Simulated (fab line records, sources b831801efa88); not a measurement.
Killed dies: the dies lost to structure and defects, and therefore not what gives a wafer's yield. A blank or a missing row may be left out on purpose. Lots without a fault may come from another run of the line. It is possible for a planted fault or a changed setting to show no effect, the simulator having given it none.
fab line records ; flow sky130
record: lots: 12; wafers: 36; last_day: 50
route steps=708 shown VT_ADJUST_LVTN@116 LOCAL_INTERCONNECT@399 CONTACT@429
lots with no fault: from the same line, run without faults
start_h: hours from the record's opening day to when the first of the lot's shown wafers began ; wait_h: hours elapsed since this lot's preceding step ; " as in the row above ; L1.1+2: a single row standing in for several wafers ; - no value, or no start given ; * or withheld: withheld ; < > ~ a bound
route shown NAME@n: names a module that has steps shown in the file, with the first one's number in the route ; usual: the fault-free wafers' mean and standard deviation ; same: alike in all rows ; chamber/n: place in a boat ; sites: per-site readings ; _std_site: how widely they spread, as a standard deviation ; _edge_site: mean of outer sites minus mean of inner sites ; radius_mm: for every site, how far away it sits from the centre of the wafer ; mask NAME#n: copy n ; behind: the last tool/chamber to shape the wafer ; hold: why the lot was held/for how many hours/how that ended ; device: the transistor (n, p or np) that didn't switch ; end of line: the tests these same wafers got at the end of their route ; a step without rows: its recipe alone ; killed: count of dies lost to structure and defects at first sort (not the wafer's yield) ; map: a wafer's dies, marking killed ones x, the rest . and places with no die _
set.NAME: the run value of the setting; set.NAME@STEP: its run value at that earlier step ; model.NAME: the simulator's own value behind a step, which no gauge read
the route's steps for a sample of lots (tables are steps, rows are wafers)
services: a tool's chamber out of use, with start hour (start_h, from the record's first day; less than 0 if before it), hours out, and reason
== steps ==
step: SKY_VT_ADJUST_LVTN_IMPLANT_19
recipe: species: B; energy_kev: 30; dose_cm2: 6.5e+11; tilt_deg: withheld
usual: dose_ions_cm2: 6.5e+11/6e+08; faraday_current_uA: 3.65/0.074
lot.wafer;tool;chamber;start_h;wait_h;dose_ions_cm2;faraday_current_uA
L953.1;implanter-03;0;159.07;0.0;6.507e+11;3.82
L953.2;implanter-03;0;159.07;0.0;6.506e+11;3.65
L953.4;implanter-03;0;159.07;0.0;6.493e+11;3.64
L954.2;implanter-04;0;164.46;0.0;6.501e+11;3.64
L954.4;implanter-04;0;164.46;0.0;6.502e+11;3.63
L954.5;implanter-04;0;164.46;0.0;6.494e+11;3.70
L956.2;implanter-04;0;177.90;0.0;6.507e+11;3.67
L956.4;implanter-04;0;177.90;0.0;6.503e+11;3.66
L956.5;implanter-04;0;177.90;0.0;6.51e+11;3.60
L957.2;implanter-04;0;186.94;0.0;6.496e+11;3.66
L957.3;implanter-04;0;186.94;0.0;6.502e+11;3.62
L957.6;implanter-04;0;186.94;0.0;6.504e+11;3.74
L958.1;implanter-03;0;191.69;0.0;6.502e+11;3.66
L958.5;implanter-03;0;191.69;0.0;6.502e+11;3.58
L958.6;implanter-03;0;191.69;0.0;6.504e+11;3.57
L961.2;implanter-02;0;226.14;0.0;6.489e+11;3.62
L961.4;implanter-02;0;226.14;0.0;6.494e+11;3.66
L961.5;implanter-02;0;226.14;0.0;6.495e+11;3.65
L963.3;implanter-02;0;236.07;0.1;9.485e+11;5.47
L963.5;implanter-02;0;236.07;0.1;9.485e+11;5.44
L963.6;implanter-02;0;236.07;0.1;9.484e+11;5.38
L964.1;implanter-04;0;237.22;0.0;6.504e+11;3.62
L964.3;implanter-04;0;237.22;0.0;6.51e+11;3.59
L964.4;implanter-04;0;237.22;0.0;6.498e+11;3.68
L962.1;implanter-02;0;238.22;0.0;9.489e+11;5.28
L962.5;implanter-02;0;238.22;0.0;9.476e+11;5.39
L962.6;implanter-02;0;238.22;0.0;9.475e+11;5.22
L974.2;implanter-03;0;299.16;0.0;6.491e+11;3.59
L974.4;implanter-03;0;299.16;0.0;6.5e+11;3.60
L974.5;implanter-03;0;299.16;0.0;6.507e+11;3.71
L975.1;implanter-02;0;315.64;0.0;6.5e+11;3.66
L975.2;implanter-02;0;315.64;0.0;6.497e+11;3.59
L975.6;implanter-02;0;315.64;0.0;6.492e+11;3.59
L976.3;implanter-04;0;324.32;0.1;6.497e+11;3.68
L976.5;implanter-04;0;324.32;0.1;6.497e+11;3.72
L976.6;implanter-04;0;324.32;0.1;6.512e+11;3.59
step: SKY_VT_ADJUST_LVTN_TW_MEAS_21
usual: VT_ADJUST_LVTN_2_TW: 187.3/1.8
lot.wafer;tool;chamber;start_h;wait_h;VT_ADJUST_LVTN_2_TW
L953.1;film_metro-01;-;159.32;0.1;186.7
L953.2;film_metro-01;-;159.32;0.1;187.0
L953.4;film_metro-01;-;159.32;0.1;187.8
L954.2;film_metro-01;-;164.70;0.1;187.3
L954.4;film_metro-01;-;164.70;0.1;187.2
L954.5;film_metro-01;-;164.70;0.1;187.0
L956.2;film_metro-01;-;178.13;0.1;189.0
L956.4;film_metro-01;-;178.13;0.1;188.3
L956.5;film_metro-01;-;178.13;0.1;188.5
L957.2;film_metro-01;-;187.18;0.1;188.8
L957.3;film_metro-01;-;187.18;0.1;188.7
L957.6;film_metro-01;-;187.18;0.1;188.8
L958.1;film_metro-01;-;191.94;0.1;189.0
L958.5;film_metro-01;-;191.94;0.1;188.5
L958.6;film_metro-01;-;191.94;0.1;189.2
L961.2;film_metro-01;-;226.38;0.1;187.7
L961.4;film_metro-01;-;226.38;0.1;189.0
L961.5;film_metro-01;-;226.38;0.1;188.4
L963.3;film_metro-01;-;236.29;0.1;209.7
L963.5;film_metro-01;-;236.29;0.1;209.3
L963.6;film_metro-01;-;236.29;0.1;209.2
L964.1;film_metro-01;-;237.47;0.1;188.6
L964.3;film_metro-01;-;237.47;0.1;186.8
L964.4;film_metro-01;-;237.47;0.1;188.5
L962.1;film_metro-01;-;238.47;0.1;209.0
L962.5;film_metro-01;-;238.47;0.1;209.1
L962.6;film_metro-01;-;238.47;0.1;209.5
L974.2;film_metro-01;-;299.40;0.1;187.0
L974.4;film_metro-01;-;299.40;0.1;187.7
L974.5;film_metro-01;-;299.40;0.1;188.8
L975.1;film_metro-01;-;315.89;0.1;187.1
L975.2;film_metro-01;-;315.89;0.1;186.9
L975.6;film_metro-01;-;315.89;0.1;187.5
L976.3;film_metro-01;-;324.54;0.1;187.6
L976.5;film_metro-01;-;324.54;0.1;187.5
L976.6;film_metro-01;-;324.54;0.1;188.3
step: SKY_LOCAL_INTERCONNECT_OVL_MEAS_12
usual: LOCAL_INTERCONNECT_OVL: 1/5.3
lot.wafer;tool;chamber;start_h;wait_h;LOCAL_INTERCONNECT_OVL[nm]
L953.1;overlay-02;-;705.57;0.1;-4
L953.2;overlay-02;-;705.57;0.1;2
L953.4;overlay-02;-;705.57;0.1;1
L954.2;overlay-02;-;710.53;0.1;5
L954.4;overlay-02;-;710.53;0.1;-4
L954.5;overlay-02;-;710.53;0.1;1
L956.2;overlay-02;-;722.96;0.1;10
L956.4;overlay-02;-;722.96;0.1;13
L956.5;overlay-02;-;722.96;0.1;11
L957.2;overlay-01;-;729.76;0.1;0
L957.3;overlay-01;-;729.76;0.1;3
L957.6;overlay-01;-;729.76;0.1;2
L958.1;overlay-01;-;753.68;0.1;5
L958.5;overlay-01;-;753.68;0.1;3
L958.6;overlay-01;-;753.68;0.1;2
L961.2;overlay-01;-;784.68;0.1;9
L961.4;overlay-01;-;784.68;0.1;1
L961.5;overlay-01;-;784.68;0.1;-5
L964.1;overlay-01;-;794.47;0.1;0
L964.3;overlay-01;-;794.47;0.1;-2
L964.4;overlay-01;-;794.47;0.1;1
L963.3;overlay-01;-;797.19;0.1;6
L963.5;overlay-01;-;797.19;0.1;10
L963.6;overlay-01;-;797.19;0.1;11
L962.1;overlay-01;-;797.88;0.1;0
L962.5;overlay-01;-;797.88;0.1;4
L962.6;overlay-01;-;797.88;0.1;6
L974.2;overlay-02;-;856.73;0.1;5
L974.4;overlay-02;-;856.73;0.1;2
L974.5;overlay-02;-;856.73;0.1;-2
L975.1;overlay-01;-;873.43;0.1;3
L975.2;overlay-01;-;873.43;0.1;-5
L975.6;overlay-01;-;873.43;0.1;-1
L976.3;overlay-02;-;880.73;0.1;-1
L976.5;overlay-02;-;880.73;0.1;-4
L976.6;overlay-02;-;880.73;0.1;6
step: SKY_LOCAL_INTERCONNECT_STRIP_15
recipe: chemistry: O2/N2; power_w: 1400; pressure_mtorr: 1500; platen_temp_c: withheld; o2_flow_sccm: 3000; n2_flow_sccm: 300; overash_fraction: 0.5
usual: drypump_motor_current_A: 5.5/0.45; oes_product_au: 0.427/0.0046; strip_time_to_endpoint_s: 4.727/0.021
lot.wafer;tool;chamber;start_h;wait_h;drypump_motor_current_A;oes_product_au;rf_hours_counter_h;strip_time_to_endpoint_s
L953.1;plasma_asher-04;1;705.72;0.0;5.9;0.432;86;4.734
L953.2;plasma_asher-04;0;705.72;0.0;5.0;0.428;86;4.724
L953.4;plasma_asher-04;0;705.72;0.0;5.0;0.434;-;4.756
L954.2;plasma_asher-03;1;710.67;0.0;5.9;0.428;29;4.694
L954.4;plasma_asher-03;0;710.67;0.0;5.8;0.431;-;4.733
L954.5;plasma_asher-03;1;710.67;0.0;6.0;0.438;-;4.702
L956.2;plasma_asher-03;0;723.22;0.1;5.8;0.429;30;4.727
L956.4;plasma_asher-03;0;723.22;0.1;5.8;0.430;-;4.731
L956.5;plasma_asher-03;1;723.22;0.1;6.0;0.429;-;4.737
L957.2;plasma_asher-04;1;729.91;0.0;5.9;0.429;89;4.762
L957.3;plasma_asher-04;0;729.91;0.0;5.0;0.428;-;4.761
L957.6;plasma_asher-04;1;729.91;0.0;5.9;0.424;-;4.749
L958.1;plasma_asher-03;0;753.94;0.1;5.8;0.422;34;4.722
L958.5;plasma_asher-03;1;753.94;0.1;6.0;0.426;-;4.747
L958.6;plasma_asher-03;0;753.94;0.1;5.8;0.430;-;4.733
L961.2;plasma_asher-04;1;784.82;0.0;5.9;0.431;94;4.719
L961.4;plasma_asher-04;1;784.82;0.0;5.9;0.424;-;4.713
L961.5;plasma_asher-04;0;784.82;0.0;4.9;0.431;-;4.716
L964.1;plasma_asher-02;0;794.62;0.0;5.0;0.425;5;4.698
L964.3;plasma_asher-02;1;794.62;0.0;4.9;0.429;-;4.745
L964.4;plasma_asher-02;0;794.62;0.0;5.0;0.425;-;4.709
L963.3;plasma_asher-02;0;797.36;0.1;5.0;0.423;-;4.733
L963.5;plasma_asher-02;0;797.36;0.1;5.0;0.423;-;4.737
L963.6;plasma_asher-02;1;797.36;0.1;4.9;0.427;-;4.742
L962.1;plasma_asher-03;0;798.03;0.0;5.8;0.429;38;4.733
L962.5;plasma_asher-03;1;798.03;0.0;6.0;0.425;-;4.737
L962.6;plasma_asher-03;0;798.03;0.0;5.9;0.417;-;4.762
L974.2;plasma_asher-03;0;856.99;0.1;5.7;0.424;44;4.721
L974.4;plasma_asher-03;1;856.99;0.1;5.9;0.430;-;4.698
L974.5;plasma_asher-03;1;856.99;0.1;6.0;0.421;-;4.677
L975.1;plasma_asher-04;1;873.58;0.0;5.9;0.422;103;4.729
L975.2;plasma_asher-04;0;873.58;0.0;4.9;0.427;103;4.769
L975.6;plasma_asher-04;1;873.58;0.0;5.9;0.438;-;4.773
L976.3;plasma_asher-04;1;880.90;0.1;5.9;0.435;-;4.743
L976.5;plasma_asher-04;0;880.90;0.1;5.0;0.419;-;4.759
L976.6;plasma_asher-04;1;880.90;0.1;5.9;0.426;-;4.720
step: SKY_CONTACT_SPUTTER_23
recipe: material: TiN; target_thk_nm: 20; chamber_pressure_pa: 5; power_w: 4000; time_s: 80
usual: chamber_pressure_pa: 5.000/0.0095; throttle_valve_pct: 29.9/0.91
lot.wafer;tool;chamber;start_h;wait_h;chamber_pressure_pa;throttle_valve_pct
L953.1;pvd_sputter-03;-;734.29;0.0;5.008;29.7
L953.2;pvd_sputter-03;-;734.29;0.0;5.000;29.5
L953.4;pvd_sputter-03;-;734.29;0.0;4.986;32.1
L954.2;pvd_sputter-03;-;739.90;0.0;5.006;31.9
L954.4;pvd_sputter-03;-;739.90;0.0;5.011;30.6
L954.5;pvd_sputter-03;-;739.90;0.0;4.996;29.7
L956.2;pvd_sputter-04;-;752.27;0.0;4.999;28.2
L956.4;pvd_sputter-04;-;752.27;0.0;5.001;30.2
L956.5;pvd_sputter-04;-;752.27;0.0;5.010;30.2
L957.2;pvd_sputter-04;-;759.66;0.0;4.997;28.8
L957.3;pvd_sputter-04;-;759.66;0.0;5.017;30.4
L957.6;pvd_sputter-04;-;759.66;0.0;4.987;29.0
L958.1;pvd_sputter-02;-;782.82;0.0;5.007;30.0
L958.5;pvd_sputter-02;-;782.82;0.0;5.002;30.3
L958.6;pvd_sputter-02;-;782.82;0.0;4.991;30.6
L961.2;pvd_sputter-04;-;813.97;0.0;5.000;28.2
L961.4;pvd_sputter-04;-;813.97;0.0;5.005;28.8
L961.5;pvd_sputter-04;-;813.97;0.0;5.002;30.3
L964.1;pvd_sputter-03;-;822.64;0.0;5.003;29.5
L964.3;pvd_sputter-03;-;822.64;0.0;5.003;30.5
L964.4;pvd_sputter-03;-;822.64;0.0;5.014;29.7
L963.3;pvd_sputter-03;-;825.14;0.0;5.007;31.9
L963.5;pvd_sputter-03;-;825.14;0.0;5.004;29.6
L963.6;pvd_sputter-03;-;825.14;0.0;4.990;29.4
L962.1;pvd_sputter-02;-;826.30;0.0;4.983;30.1
L962.5;pvd_sputter-02;-;826.30;0.0;5.023;29.7
L962.6;pvd_sputter-02;-;826.30;0.0;4.994;30.1
L974.2;pvd_sputter-03;-;885.17;0.0;4.992;30.7
L974.4;pvd_sputter-03;-;885.17;0.0;5.013;29.6
L974.5;pvd_sputter-03;-;885.17;0.0;4.993;31.9
L975.1;pvd_sputter-02;-;901.37;0.0;5.008;30.0
L975.2;pvd_sputter-02;-;901.37;0.0;5.000;30.3
L975.6;pvd_sputter-02;-;901.37;0.0;4.986;30.0
L976.3;pvd_sputter-02;-;908.22;0.0;5.002;30.3
L976.5;pvd_sputter-02;-;908.22;0.0;4.992;30.2
L976.6;pvd_sputter-02;-;908.22;0.0;5.000;29.8
== services ==
tool;chamber;start_h;hours;kind
pvd_sputter-03;-;166.88;1.2;repair
pvd_sputter-03;-;170.90;1.1;repair
pvd_sputter-03;-;179.65;6.2;repair
implanter-04;-;207.75;8.5;repair
plasma_asher-03;-;261.69;14.6;pm
implanter-04;-;292.84;6.4;pm
pvd_sputter-03;-;320.75;3.5;repair
plasma_asher-03;-;382.99;1.5;repair
plasma_asher-03;-;421.25;9.0;pm
implanter-04;-;432.14;2.2;repair
pvd_sputter-03;-;475.91;2.0;repair
implanter-04;-;521.01;0.5;repair
plasma_asher-03;-;638.66;2.8;pm
implanter-04;-;640.16;1.8;repair
pvd_sputter-03;-;649.51;21.4;repair
plasma_asher-04;-;677.54;28.1;pm
plasma_asher-04;-;750.63;2.5;repair
implanter-04;-;769.42;10.6;pm
implanter-04;-;782.27;2.6;pm
implanter-04;-;808.68;12.8;pm
pvd_sputter-03;-;830.50;0.8;repair
pvd_sputter-03;-;855.03;1.9;repair
implanter-04;-;857.29;1.2;repair
plasma_asher-04;-;863.47;1.0;repair
== key ==
first_sign: step: SKY_VT_ADJUST_LVTN_IMPLANT_19; reading: dose_ions_cm2; direction: up; sigmas: 99+; usual: *; struck: *
effect: step: SKY_VT_ADJUST_LVTN_IMPLANT_19; reading: faraday_current_uA; direction: up; sigmas: 23; usual: 3.65; struck: 5.36
effect: step: SKY_VT_ADJUST_LVTN_TW_MEAS_21; reading: VT_ADJUST_LVTN_2_TW; direction: up; sigmas: 12; usual: 187.3; struck: 209.3
met_at SKY_VT_ADJUST_LVTN_IMPLANT_19
struck_lots L962,L963
tester_left_out L962,L963
not_acting_at SKY_LOCAL_INTERCONNECT_OVL_MEAS_12,SKY_LOCAL_INTERCONNECT_STRIP_15,SKY_CONTACT_SPUTTER_23
onset_between 226.14 236.07
fault: kind: process_parameter_drift; tool: implanter-02; chamber: -; onset_h: 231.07; steps: SKY_VT_ADJUST_LVTN_IMPLANT_19; channel: dose_cm2; offset: *; shape: step; end_h: 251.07; acts_in: *; stated: *
tester_left_out: of these lots the tester's yield and bins aren't shown, on N5 and GAA mostly nor the transistor test; their killed dies are dies lost to structure and defects alone, not to doping, threshold or leakage, so they don't give the yield
